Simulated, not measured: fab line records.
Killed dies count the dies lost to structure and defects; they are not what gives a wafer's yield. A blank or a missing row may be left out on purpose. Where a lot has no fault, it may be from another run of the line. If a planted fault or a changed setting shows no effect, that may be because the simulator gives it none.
Which tool is to blame? + flow sky130 + 24 lots with 72 wafers sampled at 4 steps, on a route of 708 steps

## WHAT EACH GAUGE READ, for each wafer
SKY_VT_ADJUST_LVTN_OVL_MEAS_18. Usual: VT_ADJUST_LVTN_01_OVL typically reads 0.7 nm, with standard deviation 1.3.
| lot  | measured     | on         | VT_ADJUST_LVTN_01_OVL (nm) | flag |
|------|--------------|------------|----------------------------|------|
| L074 | day 7 18:01  | overlay-02 | -0.5 0.8 0.8               |      |
| L075 | day 7 19:38  | overlay-02 | 2.9 2.7 1.8                |      |
| L076 | day 8 03:05  | overlay-02 | 0.9 0.1 0.5                |      |
| L077 | day 8 04:44  | overlay-02 | 0.0 2.0 1.5                |      |
| L078 | day 8 10:47  | overlay-02 | -0.2 -1.1 0.7              |      |
| L079 | day 9 00:08  | overlay-02 | -0.2 -0.2 -0.5             |      |
| L080 | day 9 01:32  | overlay-02 | -1.5 -0.2 -0.9             |      |
| L081 | day 9 06:14  | overlay-01 | 0.0 -1.5 1.3               |      |
| L082 | day 9 14:08  | overlay-02 | 1.0 -0.6 1.3               |      |
| L083 | day 9 23:18  | overlay-01 | -0.2 -0.7 -0.1             |      |
| L084 | day 10 07:38 | overlay-01 | -4.2 -1.3 1.2              |      |
| L085 | day 10 12:50 | overlay-01 | -0.9 -0.6 -2.1             |      |
| L086 | day 10 20:53 | overlay-02 | 1.1 2.4 -1.5               |      |
| L087 | day 11 02:30 | overlay-01 | 2.1 1.3 1.1                |      |
| L088 | day 11 09:34 | overlay-02 | -0.5 0.1 0.0               |      |
| L089 | day 11 12:37 | overlay-01 | 1.4 1.0 2.9                |      |
| L090 | day 11 21:51 | overlay-01 | -0.8 -0.2 0.6              |      |
| L091 | day 12 09:10 | overlay-02 | -0.9 0.4 0.1               |      |
| L092 | day 12 17:07 | overlay-02 | 3.6 2.0 2.9                |      |
| L097 | day 14 16:11 | overlay-01 | 1.3 1.0 1.5                |      |
| L094 | day 14 17:07 | overlay-01 | 2.2 2.3 1.1                |      |
| L095 | day 14 17:44 | overlay-01 | 0.6 -0.4 2.0               |      |
| L096 | day 14 18:23 | overlay-02 | 0.4 2.5 0.6                |      |
| L093 | day 14 19:10 | overlay-02 | 0.7 1.1 1.4                |      |

SKY_SONOS_ONO_CD_MEAS_13 targets a cd of 410 nm. Usual: 409.7 nm for cd nm, sd 2.5.
| lot  | measured     | on        | cd nm (nm)        | flag |
|------|--------------|-----------|-------------------|------|
| L074 | day 12 14:02 | cd sem-02 | 410.4 411.2 409.9 |      |
| L075 | day 12 16:56 | cd sem-01 | 413.5 413.9 415.1 |      |
| L076 | day 13 00:45 | cd sem-02 | 410.1 410.5 411.3 |      |
| L077 | day 13 04:35 | cd sem-02 | 411.6 408.9 410.9 |      |
| L078 | day 13 10:17 | cd sem-01 | 407.9 406.6 407.3 |      |
| L079 | day 14 03:43 | cd sem-02 | 412.2 408.9 411.9 |      |
| L080 | day 14 05:05 | cd sem-02 | 408.5 406.6 409.0 |      |
| L081 | day 14 15:11 | cd sem-02 | 409.5 409.9 408.9 |      |
| L082 | day 14 21:31 | cd sem-01 | 408.1 407.0 407.8 |      |
| L083 | day 15 11:57 | cd sem-01 | 412.8 410.8 412.6 |      |
| L084 | day 15 20:02 | cd sem-02 | 408.1 408.3 406.3 |      |
| L085 | day 15 23:12 | cd sem-02 | 403.0 405.3 402.9 |      |
| L086 | day 16 10:40 | cd sem-01 | 407.6 410.6 408.8 |      |
| L087 | day 16 16:36 | cd sem-01 | 409.4 409.1 406.8 |      |
| L088 | day 17 01:17 | cd sem-01 | 406.6 408.2 408.7 |      |
| L089 | day 17 08:03 | cd sem-02 | 410.4 407.8 408.1 |      |
| L090 | day 17 15:53 | cd sem-01 | 409.1 408.3 408.2 |      |
| L091 | day 18 07:19 | cd sem-02 | 408.9 408.8 408.6 |      |
| L092 | day 18 17:52 | cd sem-02 | 409.6 411.1 407.1 |      |
| L097 | day 20 21:50 | cd sem-01 | 412.1 410.2 410.5 |      |
| L094 | day 21 00:41 | cd sem-02 | 412.4 412.3 411.1 |      |
| L095 | day 21 03:48 | cd sem-01 | 414.5 413.6 412.8 |      |
| L096 | day 21 05:55 | cd sem-02 | 410.3 412.3 411.5 |      |
| L093 | day 21 04:07 | cd sem-02 | 411.0 413.2 410.7 |      |

SKY_GATE_OXIDE_THK_MEAS_02. Usual: GATE_OXIDE_OXIDATION_00_THK typically reads 10.29 nm, with standard deviation 0.17.
| lot  | measured     | on            | GATE_OXIDE_OXIDATION_00_THK (nm) | flag |
|------|--------------|---------------|----------------------------------|------|
| L074 | day 12 15:53 | film metro-01 | 10.35 10.22 10.26                |      |
| L075 | day 12 19:59 | film metro-01 | 10.40 10.50 10.55                |      |
| L076 | day 13 02:44 | film metro-01 | 10.69 10.60 10.31                |      |
| L077 | day 13 11:05 | film metro-03 | 10.49 10.45 10.27                |      |
| L078 | day 13 15:16 | film metro-01 | 10.12 10.06 10.12                |      |
| L079 | day 14 06:58 | film metro-01 | 10.01 10.20 10.23                |      |
| L080 | day 14 08:22 | film metro-03 | 10.41 10.41 10.42                |      |
| L081 | day 14 17:02 | film metro-01 | 10.01 9.96 9.82                  |      |
| L082 | day 14 23:24 | film metro-01 | 10.14 10.19 10.14                |      |
| L083 | day 15 14:09 | film metro-01 | 10.76 10.62 10.64                |      |
| L084 | day 15 23:44 | film metro-01 | 10.33 10.28 10.34                |      |
| L085 | day 16 02:17 | film metro-03 | 10.26 10.35 10.09                |      |
| L086 | day 16 12:36 | film metro-01 | 10.26 10.41 10.41                |      |
| L087 | day 16 18:29 | film metro-01 | 10.40 10.18 10.25                |      |
| L088 | day 17 03:29 | film metro-03 | 10.18 10.39 10.20                |      |
| L089 | day 17 12:14 | film metro-01 | 10.38 10.52 10.38                |      |
| L090 | day 17 18:50 | film metro-03 | 10.18 10.35 10.15                |      |
| L091 | day 18 09:11 | film metro-01 | 10.37 10.36 10.05                |      |
| L092 | day 18 20:04 | film metro-01 | 10.12 9.89 9.98                  |      |
| L097 | day 20 23:43 | film metro-02 | 10.48 10.38 10.46                |      |
| L094 | day 21 02:33 | film metro-01 | 10.28 10.20 10.23                |      |
| L095 | day 21 05:49 | film metro-01 | 10.01 10.11 10.24                |      |
| L096 | day 21 07:47 | film metro-02 | 10.23 10.32 10.25                |      |
| L093 | day 21 06:00 | film metro-02 | 10.33 10.28 10.05                |      |

SKY_LDD_HVN_OVL_MEAS_07. Usual: LDD_HVN_OVL typically reads -0.2 nm, with standard deviation 1.3.
| lot  | measured     | on         | LDD_HVN_OVL (nm) | flag |
|------|--------------|------------|------------------|------|
| L074 | day 20 00:39 | overlay-02 | -0.4 0.3 0.0     |      |
| L075 | day 20 07:41 | overlay-02 | -2.3 1.4 -2.3    |      |
| L076 | day 20 12:14 | overlay-02 | -1.4 -3.3 -1.8   |      |
| L077 | day 21 00:58 | overlay-01 | 0.0 0.4 0.2      |      |
| L078 | day 21 09:00 | overlay-02 | -1.3 -2.8 -1.9   |      |
| L079 | day 22 03:41 | overlay-01 | 0.7 -0.3 -1.7    |      |
| L080 | day 22 04:01 | overlay-02 | 0.5 2.0 -1.3     |      |
| L081 | day 22 12:29 | overlay-01 | 0.4 -0.5 -0.2    |      |
| L082 | day 22 21:22 | overlay-02 | -1.7 -1.6 -3.7   |      |
| L083 | day 23 11:14 | overlay-01 | -0.7 2.2 -0.2    |      |
| L084 | day 24 00:52 | overlay-01 | 0.3 1.1 0.6      |      |
| L085 | day 24 02:05 | overlay-01 | -1.6 0.5 0.0     |      |
| L086 | day 24 10:04 | overlay-01 | 1.1 -0.9 0.6     |      |
| L087 | day 24 16:35 | overlay-02 | -1.0 -1.1 -1.4   |      |
| L088 | day 25 02:18 | overlay-01 | -0.4 -0.9 -1.5   |      |
| L089 | day 25 12:02 | overlay-01 | 2.8 0.8 1.7      |      |
| L090 | day 25 15:31 | overlay-01 | -0.8 -0.6 -0.8   |      |
| L091 | day 26 08:14 | overlay-02 | 0.6 -0.1 1.4     |      |
| L092 | day 26 23:44 | overlay-01 | 0.8 -0.1 0.3     |      |
| L097 | day 28 18:56 | overlay-01 | -2.4 -0.1 -0.8   |      |
| L094 | day 28 20:09 | overlay-01 | 1.4 -0.8 -1.4    |      |
| L095 | day 28 21:05 | overlay-01 | 0.8 -0.7 0.3     |      |
| L096 | day 29 03:37 | overlay-01 | -1.1 -0.3 -1.4   |      |
| L093 | day 28 22:02 | overlay-02 | -0.2 -0.3 -0.9   |      |

## WHAT TOOL EACH LOT RAN ON (gives the tool, then ch and the chambers of the sampled wafers, and finally the start)
No process step before these readings appears in the record.

## AS READ BY THE TOOLS THEMSELVES (means over the sampled wafers that have a number; for cases with no such wafer, the mark the record gives instead)
The record holds no such reading with a usual standard deviation.

## THE ANSWER, worked out from the rows above alone
Rule: a lot is off if the mean of its wafers that have a number lies more than 3 standard deviations from the usual mean. A lot without any number at a reading at which 4 lots or more have one is off too. All remaining lots with rows at the step are treated as sound. The gauges are gone through in route order, then the tools' own readings, and for those a lot's mean is taken as printed above. The first step at which some lot is off is used, and at that step the reading that is off furthest; a lot without a number counts as furthest.
No lot is off at any reading shown: from this, nothing can be told.

## WHAT WAS PUT IN BY THE SIMULATOR
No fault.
